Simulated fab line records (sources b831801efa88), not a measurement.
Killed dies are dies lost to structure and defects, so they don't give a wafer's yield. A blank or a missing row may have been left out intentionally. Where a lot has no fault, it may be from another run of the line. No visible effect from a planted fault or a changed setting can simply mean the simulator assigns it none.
Which tool was responsible? :: flow sky130 :: Sampling: 10 lots, 30 wafers, 5 of 708 route steps

WHAT EACH GAUGE READ, for each wafer
The record lacks any reading of a measuring or inspecting step that a usual standard deviation could be used to judge.

EACH LOT AND THE TOOL THAT RAN IT (in order: tool; ch and the chambers of the sampled wafers; start)
lot: L409
SKY_FIELD_ISO_ETCH_14: rie_diel-02 ch 0,2,3, day 2 09:25
SKY_VIA2_ETCH_15: rie_diel-04 ch 0,2,3, day 36 13:13
SKY_VIA2_STRIP_16: plasma_asher-03 ch 0,1, day 36 13:17
SKY_VIA4_ETCH_12: rie_diel-04 ch 0,1,3, day 42 23:29
SKY_PAD_OPEN_STRIP_08: plasma_asher-02 ch 0,1, day 45 20:41

lot: L413
SKY_FIELD_ISO_ETCH_14: rie_diel-04 ch 2,3, day 3 06:31
SKY_VIA2_ETCH_15: rie_diel-03 ch 1,2,3, day 37 18:14
SKY_VIA2_STRIP_16: plasma_asher-04 ch 1, day 37 18:17
SKY_VIA4_ETCH_12: rie_diel-02 ch 1,2, day 44 01:23
SKY_PAD_OPEN_STRIP_08: plasma_asher-02 ch 0, day 46 20:02

lot: L414
SKY_FIELD_ISO_ETCH_14: rie_diel-03 ch 1,2,3, day 3 11:25
SKY_VIA2_ETCH_15: rie_diel-03 ch 1,2,3, day 37 21:12
SKY_VIA2_STRIP_16: plasma_asher-04 ch 0,1, day 37 21:18
SKY_VIA4_ETCH_12: rie_diel-03 ch 0,2,3, day 44 05:35
SKY_PAD_OPEN_STRIP_08: plasma_asher-04 ch 0,1, day 47 00:05

lot: L416
SKY_FIELD_ISO_ETCH_14: rie_diel-02 ch 0,2,3, day 3 21:46
SKY_VIA2_ETCH_15: rie_diel-03 ch 0,1,2, day 38 18:56
SKY_VIA2_STRIP_16: plasma_asher-03 ch 0,1, day 38 19:00
SKY_VIA4_ETCH_12: rie_diel-03 ch 1,3, day 44 23:23
SKY_PAD_OPEN_STRIP_08: plasma_asher-02 ch 0,1, day 47 15:56

lot: L421
SKY_FIELD_ISO_ETCH_14: rie_diel-04 ch 0,3, day 5 01:16
SKY_VIA2_ETCH_15: rie_diel-03 ch 1,2,3, day 40 07:03
SKY_VIA2_STRIP_16: plasma_asher-04 ch 0,1, day 40 07:07
SKY_VIA4_ETCH_12: rie_diel-04 ch 0,1,3, day 46 07:29
SKY_PAD_OPEN_STRIP_08: plasma_asher-01 ch 0,1, day 48 21:03

lot: L422
SKY_FIELD_ISO_ETCH_14: rie_diel-03 ch 0,2,3, day 5 04:47
SKY_VIA2_ETCH_15: rie_diel-03 ch 1,2,3, day 40 11:40
SKY_VIA2_STRIP_16: plasma_asher-03 ch 0,1, day 40 11:45
SKY_VIA4_ETCH_12: rie_diel-03 ch 0,1,3, day 46 11:04
SKY_PAD_OPEN_STRIP_08: plasma_asher-01 ch 0,1, day 48 22:47

lot: L424
SKY_FIELD_ISO_ETCH_14: rie_diel-04 ch 0,1,2, day 5 17:04
SKY_VIA2_ETCH_15: rie_diel-02 ch 0,1,2, day 41 04:09
SKY_VIA2_STRIP_16: plasma_asher-03 ch 0,1, day 41 04:15
SKY_VIA4_ETCH_12: rie_diel-03 ch 0,3, day 47 01:16
SKY_PAD_OPEN_STRIP_08: plasma_asher-01 ch 0,1, day 49 10:29

lot: L428
SKY_FIELD_ISO_ETCH_14: rie_diel-02 ch 2,3, day 6 13:19
SKY_VIA2_ETCH_15: rie_diel-02 ch 0,2,3, day 42 03:36
SKY_VIA2_STRIP_16: plasma_asher-02 ch 1, day 42 03:40
SKY_VIA4_ETCH_12: rie_diel-02 ch 1,3, day 47 21:43
SKY_PAD_OPEN_STRIP_08: plasma_asher-02 ch 0,1, day 50 05:41

lot: L429
SKY_FIELD_ISO_ETCH_14: rie_diel-04 ch 0,2,3, day 6 17:46
SKY_VIA2_ETCH_15: rie_diel-04 ch 0,1,3, day 42 04:02
SKY_VIA2_STRIP_16: plasma_asher-04 ch 0,1, day 42 04:06
SKY_VIA4_ETCH_12: rie_diel-02 ch 0,1, day 47 19:40
SKY_PAD_OPEN_STRIP_08: plasma_asher-02 ch 0,1, day 50 03:35

lot: L430
SKY_FIELD_ISO_ETCH_14: rie_diel-02 ch 0,1,3, day 7 00:16
SKY_VIA2_ETCH_15: rie_diel-04 ch 0,1,2, day 42 11:32
SKY_VIA2_STRIP_16: plasma_asher-02 ch 0,1, day 42 11:35
SKY_VIA4_ETCH_12: rie_diel-04 ch 0,1,3, day 48 04:08
SKY_PAD_OPEN_STRIP_08: plasma_asher-02 ch 0,1, day 50 11:06
- SKY_FIELD_ISO_ETCH_14: etches BARC in N2/H2, stops on SiO2, time 45.9 s, target depth 60 nm.
- SKY_VIA2_ETCH_15: etches SiO2 in C4F8/O2/Ar, stops on TiN, target depth 546 nm, time 84 s.
- SKY_VIA2_STRIP_16: strips in O2/N2.
- SKY_VIA4_ETCH_12: etches SiO2 in C4F8/O2/Ar, stops on TiN, target depth 580 nm.
- SKY_PAD_OPEN_STRIP_08: strips in O2/N2.

WHAT THE TOOLS THEMSELVES READ (means of the sampled wafers that have a number; where no wafer has one, the mark that the record gives instead)
SKY_FIELD_ISO_ETCH_14. Usual: chamber_pressure_mTorr 30.001 mTorr, standard deviation 0.028; drypump_motor_current_A 5.8 A, standard deviation 0.54; oes_product_au 0.854 a.u., standard deviation 0.0045; rf_fwd_power_W 494.3 W, standard deviation 2.5; throttle_valve_pct 13.224 %, standard deviation 0.0096.
lot: L409
tool: rie_diel-02
chamber_pressure_mTorr (mTorr): 30.043
drypump_motor_current_A (A): 5.7
oes_product_au (a.u.): 0.855
rf_fwd_power_W (W): 494.4
throttle_valve_pct (%): 13.224
flag: 

lot: L413
tool: rie_diel-04
chamber_pressure_mTorr (mTorr): 29.992
drypump_motor_current_A (A): 5.8
oes_product_au (a.u.): 0.859
rf_fwd_power_W (W): 493.4
throttle_valve_pct (%): 13.218
flag: 

lot: L414
tool: rie_diel-03
chamber_pressure_mTorr (mTorr): 30.002
drypump_motor_current_A (A): 6.2
oes_product_au (a.u.): 0.856
rf_fwd_power_W (W): 494.6
throttle_valve_pct (%): 13.224
flag: 

lot: L416
tool: rie_diel-02
chamber_pressure_mTorr (mTorr): 30.010
drypump_motor_current_A (A): 5.7
oes_product_au (a.u.): 0.855
rf_fwd_power_W (W): 494.2
throttle_valve_pct (%): 13.210
flag: 

lot: L421
tool: rie_diel-04
chamber_pressure_mTorr (mTorr): 29.989
drypump_motor_current_A (A): 5.1
oes_product_au (a.u.): 0.854
rf_fwd_power_W (W): 494.1
throttle_valve_pct (%): 13.221
flag: 

lot: L422
tool: rie_diel-03
chamber_pressure_mTorr (mTorr): 30.024
drypump_motor_current_A (A): 5.9
oes_product_au (a.u.): 0.854
rf_fwd_power_W (W): 496.7
throttle_valve_pct (%): 13.222
flag: 

lot: L424
tool: rie_diel-04
chamber_pressure_mTorr (mTorr): 29.999
drypump_motor_current_A (A): 6.1
oes_product_au (a.u.): 0.850
rf_fwd_power_W (W): 495.6
throttle_valve_pct (%): 13.235
flag: 

lot: L428
tool: rie_diel-02
chamber_pressure_mTorr (mTorr): 30.014
drypump_motor_current_A (A): 5.5
oes_product_au (a.u.): 0.857
rf_fwd_power_W (W): 494.2
throttle_valve_pct (%): 13.226
flag: 

lot: L429
tool: rie_diel-04
chamber_pressure_mTorr (mTorr): 30.021
drypump_motor_current_A (A): 5.6
oes_product_au (a.u.): 0.857
rf_fwd_power_W (W): 494.5
throttle_valve_pct (%): 13.232
flag: 

lot: L430
tool: rie_diel-02
chamber_pressure_mTorr (mTorr): 29.988
drypump_motor_current_A (A): 5.7
oes_product_au (a.u.): 0.858
rf_fwd_power_W (W): 494.0
throttle_valve_pct (%): 13.237
flag: 

SKY_VIA2_ETCH_15. Usual: chamber_pressure_mTorr 40.00 mTorr, standard deviation 0.034; oes_product_au 0.939 a.u., standard deviation 0.0045; rf_fwd_power_W 1490 W, standard deviation 5.8.
lot: L409
tool: rie_diel-04
chamber_pressure_mTorr (mTorr): 39.98
oes_product_au (a.u.): 0.935
rf_fwd_power_W (W): 1495
flag: 

lot: L413
tool: rie_diel-03
chamber_pressure_mTorr (mTorr): 40.01
oes_product_au (a.u.): 0.939
rf_fwd_power_W (W): 1492
flag: 

lot: L414
tool: rie_diel-03
chamber_pressure_mTorr (mTorr): 40.01
oes_product_au (a.u.): 0.942
rf_fwd_power_W (W): 1487
flag: 

lot: L416
tool: rie_diel-03
chamber_pressure_mTorr (mTorr): 40.02
oes_product_au (a.u.): 0.941
rf_fwd_power_W (W): 1489
flag: 

lot: L421
tool: rie_diel-03
chamber_pressure_mTorr (mTorr): 40.01
oes_product_au (a.u.): 0.935
rf_fwd_power_W (W): 1248
flag: OFF

lot: L422
tool: rie_diel-03
chamber_pressure_mTorr (mTorr): 40.01
oes_product_au (a.u.): 0.937
rf_fwd_power_W (W): 1245
flag: OFF

lot: L424
tool: rie_diel-02
chamber_pressure_mTorr (mTorr): 39.99
oes_product_au (a.u.): 0.939
rf_fwd_power_W (W): 1486
flag: 

lot: L428
tool: rie_diel-02
chamber_pressure_mTorr (mTorr): 39.97
oes_product_au (a.u.): 0.935
rf_fwd_power_W (W): 1493
flag: 

lot: L429
tool: rie_diel-04
chamber_pressure_mTorr (mTorr): 39.99
oes_product_au (a.u.): 0.936
rf_fwd_power_W (W): 1495
flag: 

lot: L430
tool: rie_diel-04
chamber_pressure_mTorr (mTorr): 40.03
oes_product_au (a.u.): 0.937
rf_fwd_power_W (W): 1492
flag: 

SKY_VIA2_STRIP_16. Usual: chamber_pressure_mTorr 1499.8 mTorr, standard deviation 1.3; drypump_motor_current_A 5.3 A, standard deviation 0.5; oes_product_au 0.399 a.u., standard deviation 0.0048; strip_time_to_endpoint_s 4.059 s, standard deviation 0.025.
lot: L409
tool: plasma_asher-03
chamber_pressure_mTorr (mTorr): 1500.2
drypump_motor_current_A (A): 5.7
oes_product_au (a.u.): 0.396
strip_time_to_endpoint_s (s): 4.034
flag: 

lot: L413
tool: plasma_asher-04
chamber_pressure_mTorr (mTorr): 1498.5
drypump_motor_current_A (A): 5.3
oes_product_au (a.u.): 0.401
strip_time_to_endpoint_s (s): 4.074
flag: 

lot: L414
tool: plasma_asher-04
chamber_pressure_mTorr (mTorr): 1499.2
drypump_motor_current_A (A): 5.4
oes_product_au (a.u.): 0.394
strip_time_to_endpoint_s (s): 4.051
flag: 

lot: L416
tool: plasma_asher-03
chamber_pressure_mTorr (mTorr): 1500.8
drypump_motor_current_A (A): 5.4
oes_product_au (a.u.): 0.399
strip_time_to_endpoint_s (s): 4.059
flag: 

lot: L421
tool: plasma_asher-04
chamber_pressure_mTorr (mTorr): 1499.8
drypump_motor_current_A (A): 5.4
oes_product_au (a.u.): 0.405
strip_time_to_endpoint_s (s): 4.161
flag: OFF

lot: L422
tool: plasma_asher-03
chamber_pressure_mTorr (mTorr): 1499.6
drypump_motor_current_A (A): 5.7
oes_product_au (a.u.): 0.400
strip_time_to_endpoint_s (s): 4.150
flag: OFF

lot: L424
tool: plasma_asher-03
chamber_pressure_mTorr (mTorr): 1500.7
drypump_motor_current_A (A): 5.7
oes_product_au (a.u.): 0.399
strip_time_to_endpoint_s (s): 4.068
flag: 

lot: L428
tool: plasma_asher-02
chamber_pressure_mTorr (mTorr): 1499.5
drypump_motor_current_A (A): 4.8
oes_product_au (a.u.): 0.402
strip_time_to_endpoint_s (s): 4.055
flag: 

lot: L429
tool: plasma_asher-04
chamber_pressure_mTorr (mTorr): 1499.6
drypump_motor_current_A (A): 5.4
oes_product_au (a.u.): 0.400
strip_time_to_endpoint_s (s): 4.031
flag: 

lot: L430
tool: plasma_asher-02
chamber_pressure_mTorr (mTorr): 1500.5
drypump_motor_current_A (A): 4.8
oes_product_au (a.u.): 0.401
strip_time_to_endpoint_s (s): 4.041
flag: 

SKY_VIA4_ETCH_12. Usual: chamber_pressure_mTorr 40.00 mTorr, standard deviation 0.038; oes_product_au 0.925 a.u., standard deviation 0.0049; rf_fwd_power_W 1491 W, standard deviation 5.3.
lot: L409
tool: rie_diel-04
chamber_pressure_mTorr (mTorr): 40.01
oes_product_au (a.u.): 0.925
rf_fwd_power_W (W): 1492
flag: 

lot: L413
tool: rie_diel-02
chamber_pressure_mTorr (mTorr): 39.99
oes_product_au (a.u.): 0.922
rf_fwd_power_W (W): 1481
flag: 

lot: L414
tool: rie_diel-03
chamber_pressure_mTorr (mTorr): 39.98
oes_product_au (a.u.): 0.926
rf_fwd_power_W (W): 1489
flag: 

lot: L416
tool: rie_diel-03
chamber_pressure_mTorr (mTorr): 39.97
oes_product_au (a.u.): 0.922
rf_fwd_power_W (W): 1496
flag: 

lot: L421
tool: rie_diel-04
chamber_pressure_mTorr (mTorr): 40.04
oes_product_au (a.u.): 0.921
rf_fwd_power_W (W): 1497
flag: 

lot: L422
tool: rie_diel-03
chamber_pressure_mTorr (mTorr): 39.99
oes_product_au (a.u.): 0.921
rf_fwd_power_W (W): 1494
flag: 

lot: L424
tool: rie_diel-03
chamber_pressure_mTorr (mTorr): 39.99
oes_product_au (a.u.): 0.929
rf_fwd_power_W (W): 1492
flag: 

lot: L428
tool: rie_diel-02
chamber_pressure_mTorr (mTorr): 39.97
oes_product_au (a.u.): 0.924
rf_fwd_power_W (W): 1490
flag: 

lot: L429
tool: rie_diel-02
chamber_pressure_mTorr (mTorr): 40.04
oes_product_au (a.u.): 0.928
rf_fwd_power_W (W): 1487
flag: 

lot: L430
tool: rie_diel-04
chamber_pressure_mTorr (mTorr): 39.98
oes_product_au (a.u.): 0.922
rf_fwd_power_W (W): 1492
flag: 

SKY_PAD_OPEN_STRIP_08. Usual: chamber_pressure_mTorr 1499.8 mTorr, standard deviation 1.4; drypump_motor_current_A 5.2 A, standard deviation 0.43; oes_product_au 0.663 a.u., standard deviation 0.0043; strip_time_to_endpoint_s 37.06 s, standard deviation 0.11.
lot: L409
tool: plasma_asher-02
chamber_pressure_mTorr (mTorr): 1498.9
drypump_motor_current_A (A): 4.8
oes_product_au (a.u.): 0.665
strip_time_to_endpoint_s (s): 37.21
flag: 

lot: L413
tool: plasma_asher-02
chamber_pressure_mTorr (mTorr): 1501.0
drypump_motor_current_A (A): 4.8
oes_product_au (a.u.): 0.663
strip_time_to_endpoint_s (s): 37.10
flag: 

lot: L414
tool: plasma_asher-04
chamber_pressure_mTorr (mTorr): 1500.0
drypump_motor_current_A (A): 5.3
oes_product_au (a.u.): 0.661
strip_time_to_endpoint_s (s): 36.85
flag: 

lot: L416
tool: plasma_asher-02
chamber_pressure_mTorr (mTorr): 1500.2
drypump_motor_current_A (A): 4.8
oes_product_au (a.u.): 0.666
strip_time_to_endpoint_s (s): 36.92
flag: 

lot: L421
tool: plasma_asher-01
chamber_pressure_mTorr (mTorr): 1500.6
drypump_motor_current_A (A): 5.8
oes_product_au (a.u.): 0.663
strip_time_to_endpoint_s (s): 37.05
flag: 

lot: L422
tool: plasma_asher-01
chamber_pressure_mTorr (mTorr): 1499.7
drypump_motor_current_A (A): 5.8
oes_product_au (a.u.): 0.660
strip_time_to_endpoint_s (s): 37.22
flag: 

lot: L424
tool: plasma_asher-01
chamber_pressure_mTorr (mTorr): 1501.7
drypump_motor_current_A (A): 5.7
oes_product_au (a.u.): 0.663
strip_time_to_endpoint_s (s): 36.81
flag: 

lot: L428
tool: plasma_asher-02
chamber_pressure_mTorr (mTorr): 1499.9
drypump_motor_current_A (A): 4.8
oes_product_au (a.u.): 0.662
strip_time_to_endpoint_s (s): 37.22
flag: 

lot: L429
tool: plasma_asher-02
chamber_pressure_mTorr (mTorr): 1500.4
drypump_motor_current_A (A): 4.8
oes_product_au (a.u.): 0.661
strip_time_to_endpoint_s (s): 37.11
flag: 

lot: L430
tool: plasma_asher-02
chamber_pressure_mTorr (mTorr): 1501.0
drypump_motor_current_A (A): 4.8
oes_product_au (a.u.): 0.659
strip_time_to_endpoint_s (s): 37.17
flag: 

THE ANSWER, worked out from the rows above alone
Rule: lot off if the mean of its wafers having a number is beyond 3 standard deviations from the usual mean. Also off: a lot with no number at a reading for which 4 or more lots have one. Any other lot the step has rows for is counted as sound. Order of review: gauges by route order, followed by the tools' own readings, for which a lot's mean as printed above is used. The first step at which some lot is off is used, and at that step the reading that is off furthest; a lot without a number counts as furthest.
Off: L421, L422 (SKY_VIA2_ETCH_15, rf_fwd_power_W).
A tool fits if, at that step or a process step before it, it ran every lot that is off, and no sound lot after the first of them. One candidate fits, namely rie_diel-03 at SKY_VIA2_ETCH_15. A fault onset in the window from L416 (day 38 18:56, its last sound lot) to L421 (day 40 07:03, its first lot off) fits.
The tool's own readings at SKY_VIA2_ETCH_15 bear it out: on the lots that are off they differ by more than 5 times the standard deviation of the sound lots' means. rf_fwd_power_W reads 1246 W there against 1491 W on the sound lots.

WHAT THE SIMULATOR HAD PUT IN
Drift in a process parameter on rie_diel-03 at SKY_VIA2_ETCH_15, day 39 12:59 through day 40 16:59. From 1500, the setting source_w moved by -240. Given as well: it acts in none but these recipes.
Shown lots that were struck: L421, L422. Same finding as the rule above.
